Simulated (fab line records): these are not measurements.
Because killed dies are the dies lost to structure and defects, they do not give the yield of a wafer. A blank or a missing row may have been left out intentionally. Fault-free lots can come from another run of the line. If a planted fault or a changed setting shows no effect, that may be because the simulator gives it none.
Which tool did it? || flow gf180mcu || 18 wafers from 6 lots sampled at 4 of the route's 602 steps

== WHAT THE GAUGES READ, wafer by wafer ==
GF_V3_RS_MEAS_24: measures by four-point-probe.
{"lot": "L503", "measured": "day 22 18:41", "on": "filmMetro-01", "V3_W_RS (ohm/sq)": "0.327 0.327 0.329"}
{"lot": "L506", "measured": "day 24 01:08", "on": "filmMetro-01", "V3_W_RS (ohm/sq)": "0.335 0.336 0.329"}
{"lot": "L510", "measured": "day 25 09:17", "on": "filmMetro-04", "V3_W_RS (ohm/sq)": "0.342 0.341 0.330"}
{"lot": "L512", "measured": "day 26 07:40", "on": "filmMetro-01", "V3_W_RS (ohm/sq)": "0.322 0.333 0.322"}
{"lot": "L515", "measured": "day 27 18:37", "on": "filmMetro-04", "V3_W_RS (ohm/sq)": "0.195 0.195 0.190 0.195 0.195 0.190"}
{"lot": "L521", "measured": "day 29 06:26", "on": "filmMetro-01", "V3_W_RS (ohm/sq)": "0.327 0.333 0.327"}

== EACH LOT AND THE TOOL THAT RAN IT (in order: tool; ch and the chambers of the sampled wafers; start) ==
{"lot": "L503", "GF_M3_STRIP_17": "plasmaAsher-03 ch 0,1, day 21 17:02", "GF_V3_CMP_04": "cmp-02 ch 0,1,3, day 21 17:58", "GF_V3_CVD_23": "cvdW-01 ch 0,1, day 22 18:35"}
{"lot": "L506", "GF_M3_STRIP_17": "plasmaAsher-03 ch 0,1, day 23 00:05", "GF_V3_CMP_04": "cmp-01 ch 1,2,3, day 23 00:53", "GF_V3_CVD_23": "cvdW-01 ch 0,1, day 24 01:02"}
{"lot": "L510", "GF_M3_STRIP_17": "plasmaAsher-03 ch 0,1, day 24 09:02", "GF_V3_CMP_04": "cmp-02 ch 1,3, day 24 10:20", "GF_V3_CVD_23": "cvdW-02 ch 0,1, day 25 09:10"}
{"lot": "L512", "GF_M3_STRIP_17": "plasmaAsher-04 ch 0,1, day 25 07:59", "GF_V3_CMP_04": "cmp-02 ch 0,1,3, day 25 08:57", "GF_V3_CVD_23": "cvdW-02 ch 0,1, day 26 07:33"}
{"lot": "L515", "GF_M3_STRIP_17": "plasmaAsher-04 ch 0,1, day 26 20:56", "GF_V3_CMP_04": "cmp-02 ch 1,3, day 26 21:46", "GF_V3_CVD_23": "cvdW-02 ch 0,1, day 27 18:31"}
{"lot": "L521", "GF_M3_STRIP_17": "plasmaAsher-03 ch 0,1, day 28 08:50", "GF_V3_CMP_04": "cmp-02 ch 0,3, day 28 09:38", "GF_V3_CVD_23": "cvdW-01 ch 0,1, day 29 06:19"}
- GF_M3_STRIP_17: strips in O2/N2.
- GF_V3_CMP_04: polishes SiO2.
- GF_V3_CVD_23: deposits W, target thk 350 nm, time 104.9 s.

== THE ANSWER, worked out from the rows above alone ==
Rule: what is usual is taken from the lots themselves. The widest of any qualifying gaps counts: lots, ordered by their means at a reading, are off when they make up no more than a third of the lots, leave a main group of 4 or more, and stand apart from it by 3 or more times the standard deviation of that group's means. A main group whose means are all the same, to the digits that the tables above print for the reading, isn't used. Also off: a lot with no number at a reading for which 4 or more lots have one. Where the step has rows for the other lots, those lots are counted as sound.
Off: L515, at GF_V3_RS_MEAS_24 (V3_W_RS). The main group has a mean of 0.331 ohm/sq with a standard deviation of 0.0043.
A tool fits if, at a process step before that reading, it ran every lot that is off, and no sound lot after the first of them. Gauges at GF_V3_RS_MEAS_24: tried the same way as those tools. Can't be told from this: 3 tools fit, plasmaAsher-04 at GF_M3_STRIP_17, cvdW-02 at GF_V3_CVD_23, filmMetro-04 at GF_V3_RS_MEAS_24.

== WHAT THE SIMULATOR PUT IN ==
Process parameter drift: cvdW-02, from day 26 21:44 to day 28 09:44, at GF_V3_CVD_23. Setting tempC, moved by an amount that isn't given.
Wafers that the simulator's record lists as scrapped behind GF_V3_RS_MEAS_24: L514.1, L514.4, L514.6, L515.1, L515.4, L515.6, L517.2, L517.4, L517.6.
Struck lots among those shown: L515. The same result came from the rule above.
